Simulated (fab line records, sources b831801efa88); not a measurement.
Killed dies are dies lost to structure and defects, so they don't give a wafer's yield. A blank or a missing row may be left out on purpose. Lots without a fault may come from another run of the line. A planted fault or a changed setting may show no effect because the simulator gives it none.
fab line records | flow sfq_line
record lots=13 wafers=37 last_day=95
route steps=325 shown I0@53 I4@167 I7@298
lots that met no fault: from a run of the same line without faults
start_h: hours from the record's first day to the start of the lot's first wafer shown | wait_h: hours since the lot's step before | " the same as in the row above | L1.1+2: a row that stands for several wafers | - no value, or no start given | * or withheld: withheld | < > ~ a bound
route shown NAME@n: a module of which the file shows steps, and the number in the route of the first | usual: mean/standard deviation of fault-free wafers | same: alike in all rows | chamber/n: place in a boat | sites: the reading at each site | _std_site: their standard deviation | _edge_site: outer sites' mean less inner sites' | radius_mm: how far each site lies from the wafer's centre | mask NAME#n: copy n | behind: the tool/chamber that last shaped the wafer | hold: why the lot was held/for how many hours/how that ended | device: the transistor (n, p or np) that didn't switch | end of line: the same wafers' tests at the end of the route | a step without rows: its recipe alone | killed: dies lost to structure and defects at the first sort, not the wafer's yield | map: a wafer's dies, x killed, . not, _ none there
set.NAME: the setting as run; set.NAME@STEP: as run at that earlier step | model.NAME: the simulator's own value behind a step, which no gauge read
steps of the route over a sample of lots; a table a step, a row a wafer
services: from which hour (start_h, from the record's first day; less than 0 if before it) a tool's chamber was out of use, for how many hours, and why
## steps
# step SFQ_I0_OVL_MEAS_908
# usual I0_OVL=0/5
# columns lot.wafer tool chamber start_h wait_h I0_OVL[nm]
L939.1 overlay-01 - 398.59 0.1 -2
L939.4 " - " " -4
L939.6 " - " " -1
L945.6 overlay-01 - 482.00 0.0 -1
L948.1 overlay-01 - 523.97 0.1 -3
L948.2 " - " " 2
L948.3 " - " " 1
L950.1 overlay-02 - 551.69 0.1 -2
L950.4 " - " " 1
L950.5 " - " " -3
L952.3 overlay-01 - 564.83 0.1 3
L952.5 " - " " 0
L952.6 " - " " -3
L953.1 overlay-01 - 569.62 0.1 -3
L953.4 " - " " 3
L953.5 " - " " 8
L954.1 overlay-02 - 579.91 0.1 7
L954.2 " - " " 4
L954.6 " - " " 2
L956.2 overlay-02 - 590.72 0.1 4
L956.4 " - " " -1
L956.6 " - " " 4
L957.1 overlay-01 - 603.91 0.1 -2
L957.3 " - " " -3
L957.4 " - " " -2
L958.3 overlay-02 - 620.72 0.1 7
L958.5 " - " " 8
L958.6 " - " " 6
L959.2 overlay-02 - 626.72 0.1 -13
L959.3 " - " " -9
L959.4 " - " " -10
L960.1 overlay-01 - 639.91 0.1 -1
L960.2 " - " " 0
L960.3 " - " " 5
L961.2 overlay-02 - 650.84 0.1 3
L961.4 " - " " -2
L961.5 " - " " 7
# step SFQ_TRILAYER_I4_VIA_LITHO_COAT_108
# recipe resist=BARC spin_rpm=3000 resist_thk_nm=62
# columns lot.wafer tool chamber start_h wait_h
L939.1+4+6 litho_track-04 0 1292.22 1.0
L945.6 litho_track-04 0 1406.26 0.2
L948.1+2+3 litho_track-04 0 1421.69 1.0
L950.1+4+5 litho_track-03 0 1430.69 1.0
L952.3+5+6 litho_track-03 0 1445.79 0.7
L953.1+4+5 litho_track-03 0 1448.76 1.0
L954.1+2+6 litho_track-03 0 1466.76 1.0
L956.2+4+6 litho_track-03 0 1478.81 0.8
L957.1+3+4 litho_track-04 0 1479.57 1.0
L958.3+5+6 litho_track-04 0 1484.86 0.7
L959.2+3+4 litho_track-03 0 1487.81 0.8
L960.1+2+3 litho_track-02 0 1490.76 1.0
L961.2+4+5 litho_track-03 0 1491.62 0.8
# step SFQ_TRILAYER_I4_VIA_BARC_OPEN_VIA_ETCH_146
# recipe mask_material=PR chemistry=O2 target_depth_nm=125 target=BARC source_w=500 bias_w=80 pressure_mtorr=30 time_s=41.7
# usual chamber_pressure_mTorr=29.998/0.026 drypump_motor_current_A=5.5/0.35 oes_product_au=0.685/0.0049
# columns lot.wafer tool chamber start_h wait_h chamber_pressure_mTorr drypump_motor_current_A oes_product_au rf_hours_counter_h
L939.1 rie_diel-03 0 1418.13 0.0 30.025 5.6 0.686 3
L939.4 " 1 " " 30.026 5.6 0.695 14
L939.6 " 2 " " 29.960 5.6 0.689 -
L945.6 rie_diel-04 1 1512.12 0.0 29.982 5.9 0.679 -
L948.1 rie_diel-03 3 1527.70 0.0 30.008 5.3 0.665 16
L948.2 " 2 " " 29.998 5.7 0.687 14
L948.3 " 1 " " 29.970 5.6 0.680 16
L950.1 rie_diel-01 3 1534.90 0.0 30.015 5.6 0.682 12
L950.4 " 1 " " 29.949 5.4 0.675 15
L950.5 " 0 " " 30.014 5.6 0.689 -
L952.3 rie_diel-04 3 1549.43 0.0 30.017 5.5 0.685 9
L952.5 " 2 " " 30.005 4.9 0.675 -
L952.6 " 3 " " 30.005 5.5 0.691 -
L953.1 rie_diel-04 0 1554.23 0.0 29.971 5.0 0.681 13
L953.4 " 1 " " 29.940 5.9 0.692 4
L953.5 " 3 " " 30.006 5.4 0.674 -
L954.1 rie_diel-03 1 1565.15 0.0 30.017 5.6 0.675 17
L954.2 " 3 " " 29.991 5.3 0.682 16
L954.6 " 0 " " 30.023 5.6 0.686 -
L956.2 rie_diel-01 1 1574.75 0.0 30.016 5.3 0.685 16
L956.4 " 2 " " 30.009 6.3 0.682 14
L956.6 " 2 " " 29.971 6.3 0.685 -
L957.1 rie_diel-03 2 1575.95 0.0 29.964 5.7 0.683 14
L957.3 " 1 " " 30.000 5.6 0.685 17
L957.4 " 0 " " 30.022 5.6 0.687 6
L958.3 rie_diel-01 1 1581.95 0.0 29.986 5.3 0.689 16
L958.5 " 2 " " 29.988 6.3 0.689 -
L958.6 " 3 " " 29.997 5.6 0.678 -
L959.2 rie_diel-03 1 1585.55 0.0 29.996 5.6 0.683 17
L959.3 " 0 " " 29.960 5.6 0.689 6
L959.4 " 3 " " 30.027 5.3 0.676 17
L960.1 rie_diel-03 0 1590.35 0.0 30.014 5.6 0.690 6
L960.2 " 2 " " 29.980 5.8 0.686 15
L960.3 " 3 " " 30.016 5.3 0.686 17
L961.2 rie_diel-04 3 1591.55 0.0 29.962 5.4 0.685 10
L961.4 " 0 " " 30.047 5.0 0.683 13
L961.5 " 2 " " 29.968 4.9 0.683 -
# step SFQ_I7_BOW_MEAS_946
# recipe mode=bow
# usual I7_BOW=7/9.8
# columns lot.wafer tool chamber start_h wait_h I7_BOW[um]
L939.1 film_metro-03 - 1783.13 1.5 -1
L939.4 " - " " 7
L939.6 " - " " -3
L945.6 film_metro-03 - 1860.20 0.6 1
L948.1 film_metro-03 - 2056.94 2.0 1
L948.2 " - " " 14
L948.3 " - " " 22
L950.1 film_metro-04 - 2059.94 1.0 0
L950.4 " - " " 9
L950.5 " - " " 1
L952.3 film_metro-01 - 2069.40 2.5 1
L952.5 " - " " 3
L952.6 " - " " -5
L953.1 film_metro-04 - 2071.74 2.0 3
L953.4 " - " " 17
L953.5 " - " " -2
L954.1 film_metro-03 - 2076.54 2.5 31
L954.2 " - " " 31
L954.6 " - " " 32
L956.2 film_metro-04 - 2082.56 1.0 17
L956.4 " - " " 9
L956.6 " - " " -3
L957.1 film_metro-03 - 2084.94 1.0 15
L957.3 " - " " 7
L957.4 " - " " 17
L958.3 film_metro-04 - 2089.83 1.5 31
L958.5 " - " " 18
L958.6 " - " " 18
L959.2 film_metro-04 - 2093.27 1.5 4
L959.3 " - " " 14
L959.4 " - " " 15
L960.1 film_metro-01 - 2099.25 1.0 -3
L960.2 " - " " 5
L960.3 " - " " 9
L961.2 film_metro-04 - 2106.47 1.0 9
L961.4 " - " " 6
L961.5 " - " " 10
## services
# columns tool chamber start_h hours kind
rie_diel-01 2 1289.97 3.2 repair
rie_diel-03 3 1313.91 2.0 repair
rie_diel-04 2 1358.28 - clean
rie_diel-04 2 1358.28 15.8 scheduled_down
rie_diel-04 2 1358.28 15.8 vent_cycle
rie_diel-03 3 1358.31 10.0 repair
rie_diel-01 1 1366.84 4.5 repair
rie_diel-01 3 1408.22 6.4 repair
rie_diel-04 2 1421.83 13.2 repair
rie_diel-04 1 1427.67 1.9 repair
rie_diel-01 1 1478.17 5.8 repair
rie_diel-01 - 1546.82 2.8 pm
rie_diel-03 - 1546.88 2.8 pm
## key
first_sign step=SFQ_TRILAYER_I4_VIA_BARC_OPEN_VIA_ETCH_146 reading=oes_product_au direction=down sigmas=4 usual=0.685 struck=0.665
effect none on later readings
met_at SFQ_TRILAYER_I4_VIA_LITHO_COAT_108
struck_lots L948
struck_wafers L948.1
not_acting_at SFQ_I0_OVL_MEAS_908,SFQ_I7_BOW_MEAS_946
onset_between 1292.22 1421.69
fault kind=process_parameter_drift tool=litho_track-04 chamber=- onset_h=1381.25 steps=SFQ_TRILAYER_I4_VIA_LITHO_COAT_108 channel=resist_thk_nm offset=-3.3041 shape=step end_h=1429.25 scope=struck_wafers_only acts_in=these_recipes_only stated=62
